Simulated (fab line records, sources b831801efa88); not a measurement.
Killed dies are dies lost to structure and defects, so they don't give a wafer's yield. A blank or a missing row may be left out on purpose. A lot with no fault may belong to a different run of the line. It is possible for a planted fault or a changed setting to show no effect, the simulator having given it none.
Matching of chambers || flow gf180mcu || GF_V2_ETCH_16 on rieDiel-04: 4 sister chambers
The step etches BARC in N2/H2. 8 wafers are shown with their chamber, then 8 later ones without.

## WAFERS, EACH WITH ITS CHAMBER
{"wafer": "L077.6", "chamber": 0, "drypumpMotorCurrentA (A)": 6.0, "throttleValvePct (%)": 13.238}
{"wafer": "L080.2", "chamber": 0, "drypumpMotorCurrentA (A)": 5.9, "throttleValvePct (%)": 13.236}
{"wafer": "L080.4", "chamber": 2, "drypumpMotorCurrentA (A)": 5.8, "throttleValvePct (%)": 13.217}
{"wafer": "L080.5", "chamber": 1, "drypumpMotorCurrentA (A)": 5.8, "throttleValvePct (%)": 13.235}
{"wafer": "L081.4", "chamber": 3, "drypumpMotorCurrentA (A)": 5.1, "throttleValvePct (%)": 13.229}
{"wafer": "L081.5", "chamber": 2, "drypumpMotorCurrentA (A)": 5.8, "throttleValvePct (%)": 13.238}
{"wafer": "L081.6", "chamber": 3, "drypumpMotorCurrentA (A)": 5.1, "throttleValvePct (%)": 13.240}
{"wafer": "L094.1", "chamber": 1, "drypumpMotorCurrentA (A)": 5.8, "throttleValvePct (%)": 13.223}

## WAFERS MISSING THEIR CHAMBER
{"wafer": "L094.4", "drypumpMotorCurrentA (A)": 5.9, "throttleValvePct (%)": 13.220}
{"wafer": "L094.5", "drypumpMotorCurrentA (A)": 5.1, "throttleValvePct (%)": 13.216}
{"wafer": "L095.2", "drypumpMotorCurrentA (A)": 5.8, "throttleValvePct (%)": 13.224}
{"wafer": "L095.5", "drypumpMotorCurrentA (A)": 5.1, "throttleValvePct (%)": 13.224}
{"wafer": "L095.6", "drypumpMotorCurrentA (A)": 5.8, "throttleValvePct (%)": 13.217}
{"wafer": "L097.1", "drypumpMotorCurrentA (A)": 5.1, "throttleValvePct (%)": 13.232}
{"wafer": "L097.2", "drypumpMotorCurrentA (A)": 6.0, "throttleValvePct (%)": 13.214}
{"wafer": "L097.3", "drypumpMotorCurrentA (A)": 5.8, "throttleValvePct (%)": 13.223}

## WHICH CHAMBER EACH WENT THROUGH
{"wafer": "L094.4", "from the rows above": "can't be placed: 0 or 2 or 1", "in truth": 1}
{"wafer": "L094.5", "from the rows above": 3, "in truth": 3}
{"wafer": "L095.2", "from the rows above": "can't be placed: 2 or 1", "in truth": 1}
{"wafer": "L095.5", "from the rows above": 3, "in truth": 3}
{"wafer": "L095.6", "from the rows above": "can't be placed: 2 or 1", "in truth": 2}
{"wafer": "L097.1", "from the rows above": 3, "in truth": 3}
{"wafer": "L097.2", "from the rows above": 0, "in truth": 0}
{"wafer": "L097.3", "from the rows above": "can't be placed: 2 or 1", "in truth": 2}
Correctly placed: 4 of 8. From these rows, 4 cannot be placed; in 4 the true chamber is one of the candidates. Number placed wrongly: 0.
How it was worked out, from the rows above alone: a wafer's distance from a chamber is the root of the sum, over the readings, of the square of ((its reading less the chamber's mean) divided by the reading's scatter). The wafer belongs to the nearest chamber; if the next one is less than 2 further off, it can't be placed. The mean given for a chamber averages the wafers shown for that chamber. The scatter is the square root of a quotient: the sum, over the shown wafers, of each reading's squared deviation from its chamber's mean, divided by wafers minus chambers.
